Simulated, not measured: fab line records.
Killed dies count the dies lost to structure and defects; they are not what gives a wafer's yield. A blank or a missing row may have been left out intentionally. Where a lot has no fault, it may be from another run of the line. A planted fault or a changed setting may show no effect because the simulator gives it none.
Problem report, 8D (eight disciplines) form, completed by code | flow sky130 | the parts of the form that need people (team, actions taken, sign-off) are left out

## 1. THE PROBLEM
Mean of dose ions cm2 at SKY_LDD_N_IMPLANT_10: 6.8e+13 across 6 wafers in 2 lots; on wafers with no fault it is 7.5e+13 (standard deviation 8.1e+10). Relative to the usual mean, that is a shift of -91 standard deviations.
First seen on wafer L628.1, day 19 22:18, on implanter-01. Wafers with a number at this step in the record: 42, from 14 lots. Rule for "out", or "out of limits": more than 4 standard deviations from the usual mean. All remaining wafers that have a number are taken as sound.

## 2. WHAT IT IS, AND WHAT IT ISN'T
question                    | is                     | is not
which readings at this step | dose ions cm2          | beam energy keV
which lots                  | L628, L631             | L623, L624, L625, L626, L627, L639, L640, L641, L642, L643, L644, L646
which wafers of those lots  | all that have a number | -
read on which tools         | implanter-01           | implanter-03, implanter-04
when                        | from day 19 22:18      | up to then (15 sound wafers); but 21 sound wafers of L639, L640, L641, L642, L643, L644, L646 came after

## 3. THE SUSPECTS, EACH WITH WHAT RULES IT OUT
Counting: a tool stays on the suspect list if, at a process step up to the reading, it processed all lots that are out and no sound lot following the first of them.
- implanter-01 at SKY_LDD_N_IMPLANT_10: ruled out as a lasting fault. The sound lots L640, L641, L643 went through it after L628, its earliest lot that is out (day 19 22:18).
Left after counting: nothing in the record.

## 4. THE CAUSE (what the simulator had put in)
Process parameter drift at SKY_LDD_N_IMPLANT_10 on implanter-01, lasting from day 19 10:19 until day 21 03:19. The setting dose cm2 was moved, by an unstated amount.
Counting ruled it out, wrongly.

## 5. THE CHAIN OF EFFECTS, in route order
Each row: a reading whose mean over the struck wafers that have a number lies more than 3 standard deviations from the usual. Only readings for which the record gives a usual standard deviation are gone through. hours: the time from each lot's start at the first step in this table that gives one to its start at this step, as a median over the lots. sigmas: the change in usual standard deviations.
hours | step                 | reading            | usual   | on struck wafers | change   | sigmas
0     | SKY_LDD_N_IMPLANT_10 | dose ions cm2      | 7.5e+13 | 6.8e+13          | -7.3e+12 | -91
0     | SKY_LDD_N_IMPLANT_10 | faraday current uA | 423     | 380              | -44      | -5.1
Process steps it contains:
- SKY_LDD_N_IMPLANT_10

## 6. HOW IT WOULD HAVE BEEN CAUGHT EARLIER
In this record no reading fell out of limits until day 19 22:18, 12 hours after the fault had begun at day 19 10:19.
